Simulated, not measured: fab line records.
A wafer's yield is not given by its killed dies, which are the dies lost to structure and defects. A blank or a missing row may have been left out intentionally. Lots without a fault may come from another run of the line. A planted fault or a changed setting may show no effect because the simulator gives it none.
8D (eight disciplines) problem report, filled in by code	flow gf180mcu	the parts of the form that need people (team, actions taken, sign-off) are left out

1. WHAT IS WRONG
V1_CVD_00_THK at GF_V1_THK_MEAS_01 reads a mean of 725 nm on 1 wafer of 1 lot; wafers without a fault read 600 nm with a standard deviation of 5.6. That is +22 standard deviations from the usual mean.
The first sign was on wafer L741.5 at day 22 04:40, on filmMetro-04. The record has a number at this step for 36 wafers belonging to 12 lots. Rule for "out", or "out of limits": more than 4 standard deviations from the usual mean. All remaining wafers that have a number are taken as sound.

2. WHAT IT IS AND WHAT IT IS NOT
question	is	is not
which readings at this step	V1_CVD_00_THK	-
which lots	L741	L728, L730, L731, L732, L734, L735, L736, L738, L739, L740, L751
which wafers of those lots	L741.5	L741.4, L741.6
read on which gauges	filmMetro-04	filmMetro-01, filmMetro-03
when	from day 22 04:40	up to then (32 sound wafers); but 3 sound wafers of L751 came after

3. THE SUSPECTS, EACH WITH WHAT RULES IT OUT
Counting: a tool at a process step up to the reading stays a suspect if it ran every lot that is out. Sound lots after the first of them don't rule it out here, since some wafers of a struck lot are sound.
- ruled out: the gauge at GF_V1_THK_MEAS_01. All the wafers that are out were read on filmMetro-04, but those of them that GF_V1_CVD_00 has rows for are out there too, on other tools.
- pvdSputter-04 at GF_CONTACT_SPUTTER_23 (material TiN, target thk 10 nm, time 40 s): kept. It processed L741, the lot that is out, at day 21 03:34, and its most recent sound lot before then was L739 at day 20 11:05.
- hdpcvd-02 at GF_V1_CVD_00 (deposits SiO2, target thk 600 nm, time 100 s): kept. It processed L741, the lot that is out, at day 22 04:35, and its most recent sound lot before then was L740 at day 21 22:29. Out on those wafers are its own readings of sih4FlowSccm.
- hdpcvd-02, GF_V1_CVD_00: wafers that are out in chamber 2, sound lot-mates in chambers 0, 1.
What counting leaves: pvdSputter-04 at GF_CONTACT_SPUTTER_23 and hdpcvd-02 at GF_V1_CVD_00.

4. THE CAUSE (what the simulator had put in)
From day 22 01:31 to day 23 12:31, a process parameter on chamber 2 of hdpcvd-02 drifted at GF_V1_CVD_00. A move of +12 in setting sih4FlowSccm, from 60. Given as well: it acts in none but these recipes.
Counting left 2 suspects, and this tool is among them.

5. THE CHAIN OF EFFECTS, in route order
Rows list readings where the struck wafers' mean (over those with a number) sits beyond 3 standard deviations from the usual. Only readings whose record carries a usual standard deviation are examined. hours: median over the lots of the time between each lot's start at the first step of this table that gives one and its start at this step. sigmas: the change, counted in usual standard deviations.
hours	step	reading	usual	on struck wafers	change	sigmas
0	GF_V1_CVD_00	sih4FlowSccm	59.98 sccm	72.26	+12.28	+77
0	GF_V1_THK_MEAS_01	V1_CVD_00_THK	600 nm	725	+125	+22
Process steps it contains:
- GF_V1_CVD_00: deposits SiO2, target thk 600 nm, time 100 s.

6. HOW IT WOULD HAVE BEEN CAUGHT EARLIER
The first out-of-limits reading at a measuring or inspecting step in this record came at day 22 04:40, 3 hours after the fault's start at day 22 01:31.
The tool's own readings at GF_V1_CVD_00 were out on every struck wafer that the step has a row for (sih4FlowSccm): an alarm limit on them would have fired on the first of those.
Lots out: 1; all had begun GF_V1_CVD_00 on hdpcvd-02 by day 22 04:40. Tool hold at that time: it would have spared none of them.
